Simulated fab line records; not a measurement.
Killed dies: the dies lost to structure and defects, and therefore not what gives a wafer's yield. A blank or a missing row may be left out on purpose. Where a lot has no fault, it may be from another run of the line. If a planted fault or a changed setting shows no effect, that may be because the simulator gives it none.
Commonality check across tools :: flow sky130 :: Lots sampled 11, wafers sampled 33

WHAT PROMPTED THE OPENING
1 of 11 lots carry a flag on the reading SD_P_TW at SKY_SD_P_TW_MEAS_11. Wafers without a fault read 2829, standard deviation 24.
Rule: flag the lot when none of its wafers has a number, or when each of its wafers that has one lies beyond 4 standard deviations from that mean. All remaining lots are regarded as sound.

lot: L386
measured: day 26 17:20
on: film-metro-02
SD_P_TW, wafer by wafer: 30 30 30
flag: FLAGGED

lot: L389
measured: day 28 04:16
on: film-metro-02
SD_P_TW, wafer by wafer: 2814 2846 2831
flag: 

lot: L390
measured: day 28 08:15
on: film-metro-02
SD_P_TW, wafer by wafer: 2834 2818 2834
flag: 

lot: L392
measured: day 29 00:59
on: film-metro-01
SD_P_TW, wafer by wafer: 2804 2811 2816
flag: 

lot: L394
measured: day 30 05:20
on: film-metro-04
SD_P_TW, wafer by wafer: 2868 2860 2862
flag: 

lot: L396
measured: day 31 04:15
on: film-metro-02
SD_P_TW, wafer by wafer: 2842 2832 2858
flag: 

lot: L399
measured: day 31 20:14
on: film-metro-01
SD_P_TW, wafer by wafer: 2816 2799 2812
flag: 

lot: L400
measured: day 31 22:38
on: film-metro-04
SD_P_TW, wafer by wafer: 2863 2868 2873
flag: 

lot: L401
measured: day 32 07:05
on: film-metro-04
SD_P_TW, wafer by wafer: 2856 2858 2855
flag: 

lot: L402
measured: day 32 08:37
on: film-metro-02
SD_P_TW, wafer by wafer: 2841 2843 2848
flag: 

lot: L403
measured: day 32 12:04
on: film-metro-01
SD_P_TW, wafer by wafer: 2807 2803 2806
flag: 
Averaged over the flagged lots the numbers come to 30, -2799 from the usual (-99 or more standard deviations).

LOT BY LOT: THE TOOL USED
2 process steps preceding the reading are held in the record, out of 708 steps in the route. In each cell: the tool, then ch and the chambers that the sampled wafers went through, then the start.
lot: L386
flag: FLAGGED
SKY_POLY_CUT_ETCH_10: rie-diel-04 ch 2,3, day 25 11:11
SKY_SD_P_EXPOSE_04: iline-stepper-02 ch 0, day 26 02:52

lot: L389
flag: 
SKY_POLY_CUT_ETCH_10: rie-diel-03 ch 0,3, day 26 22:53
SKY_SD_P_EXPOSE_04: iline-stepper-01 ch 0, day 27 13:32

lot: L390
flag: 
SKY_POLY_CUT_ETCH_10: rie-diel-04 ch 1,2, day 27 02:53
SKY_SD_P_EXPOSE_04: iline-stepper-01 ch 0, day 27 18:02

lot: L392
flag: 
SKY_POLY_CUT_ETCH_10: rie-diel-03 ch 0,1, day 27 20:12
SKY_SD_P_EXPOSE_04: iline-stepper-02 ch 0, day 28 10:22

lot: L394
flag: 
SKY_POLY_CUT_ETCH_10: rie-diel-03 ch 0,2,3, day 29 00:59
SKY_SD_P_EXPOSE_04: iline-stepper-02 ch 0, day 29 14:56

lot: L396
flag: 
SKY_POLY_CUT_ETCH_10: rie-diel-04 ch 1,2, day 30 00:02
SKY_SD_P_EXPOSE_04: iline-stepper-02 ch 0, day 30 13:49

lot: L399
flag: 
SKY_POLY_CUT_ETCH_10: rie-diel-04 ch 0,1,2, day 30 16:05
SKY_SD_P_EXPOSE_04: iline-stepper-01 ch 0, day 31 06:16

lot: L400
flag: 
SKY_POLY_CUT_ETCH_10: rie-diel-04 ch 0,2, day 30 18:17
SKY_SD_P_EXPOSE_04: iline-stepper-01 ch 0, day 31 08:20

lot: L401
flag: 
SKY_POLY_CUT_ETCH_10: rie-diel-03 ch 0,1,3, day 31 02:53
SKY_SD_P_EXPOSE_04: iline-stepper-02 ch 0, day 31 17:02

lot: L402
flag: 
SKY_POLY_CUT_ETCH_10: rie-diel-03 ch 0,1, day 31 05:05
SKY_SD_P_EXPOSE_04: iline-stepper-01 ch 0, day 31 19:04

lot: L403
flag: 
SKY_POLY_CUT_ETCH_10: rie-diel-02 ch 0,3, day 31 08:11
SKY_SD_P_EXPOSE_04: iline-stepper-02 ch 0, day 31 22:20
What the steps here do:
- SKY_POLY_CUT_ETCH_10: etches BARC in N2/H2, stops on SiO2, time 45.9 s, target depth 60 nm.
- SKY_SD_P_EXPOSE_04: exposes mask PSDM, target cd 380 nm.
- SKY_SD_P_TW_MEAS_11

FLAGGED OVER TOTAL, TOOL BY TOOL (the gauges that took the reading come last)
step: SKY_POLY_CUT_ETCH_10
tool: rie-diel-02
lots run: 1
flagged: 0
share of the flagged lots: none
sound lots run after its first flagged lot: -

step: SKY_POLY_CUT_ETCH_10
tool: rie-diel-03
lots run: 5
flagged: 0
share of the flagged lots: none
sound lots run after its first flagged lot: -

step: SKY_POLY_CUT_ETCH_10
tool: rie-diel-04
lots run: 5
flagged: 1
share of the flagged lots: all
sound lots run after its first flagged lot: 4 (L390,L396,L399,L400)

step: SKY_SD_P_EXPOSE_04
tool: iline-stepper-01
lots run: 5
flagged: 0
share of the flagged lots: none
sound lots run after its first flagged lot: -

step: SKY_SD_P_EXPOSE_04
tool: iline-stepper-02
lots run: 6
flagged: 1
share of the flagged lots: all
sound lots run after its first flagged lot: 5 (L392,L394,L396,L401,L403)

step: SKY_SD_P_TW_MEAS_11
tool: film-metro-01
lots run: 3
flagged: 0
share of the flagged lots: none
sound lots run after its first flagged lot: -

step: SKY_SD_P_TW_MEAS_11
tool: film-metro-02
lots run: 5
flagged: 1
share of the flagged lots: all
sound lots run after its first flagged lot: 4 (L389,L390,L396,L402)

step: SKY_SD_P_TW_MEAS_11
tool: film-metro-04
lots run: 3
flagged: 0
share of the flagged lots: none
sound lots run after its first flagged lot: -

THE TABLE: WHAT IT ALLOWS
All flagged lots were run by 3 table rows, namely rie-diel-04 at SKY_POLY_CUT_ETCH_10, iline-stepper-02 at SKY_SD_P_EXPOSE_04, film-metro-02 at SKY_SD_P_TW_MEAS_11.
- rie-diel-04 at SKY_POLY_CUT_ETCH_10 ran 5 lots, 1 of them flagged. Lots that were sound ran on it after the first flagged one (L390, L396, L399, L400); a persistent fault on the entire tool would not allow that.
- iline-stepper-02 at SKY_SD_P_EXPOSE_04 ran 6 lots, 1 of them flagged. Lots that were sound ran on it after the first flagged one (L392, L394, L396, L401, L403); a persistent fault on the entire tool would not allow that.
- film-metro-02 at SKY_SD_P_TW_MEAS_11 ran 5 lots, 1 of them flagged. Lots that were sound ran on it after the first flagged one (L389, L390, L396, L402); a persistent fault on the entire tool would not allow that.
No row of the table ran every flagged lot and no sound lot after the first.

WHAT HAD BEEN PUT IN BY THE SIMULATOR
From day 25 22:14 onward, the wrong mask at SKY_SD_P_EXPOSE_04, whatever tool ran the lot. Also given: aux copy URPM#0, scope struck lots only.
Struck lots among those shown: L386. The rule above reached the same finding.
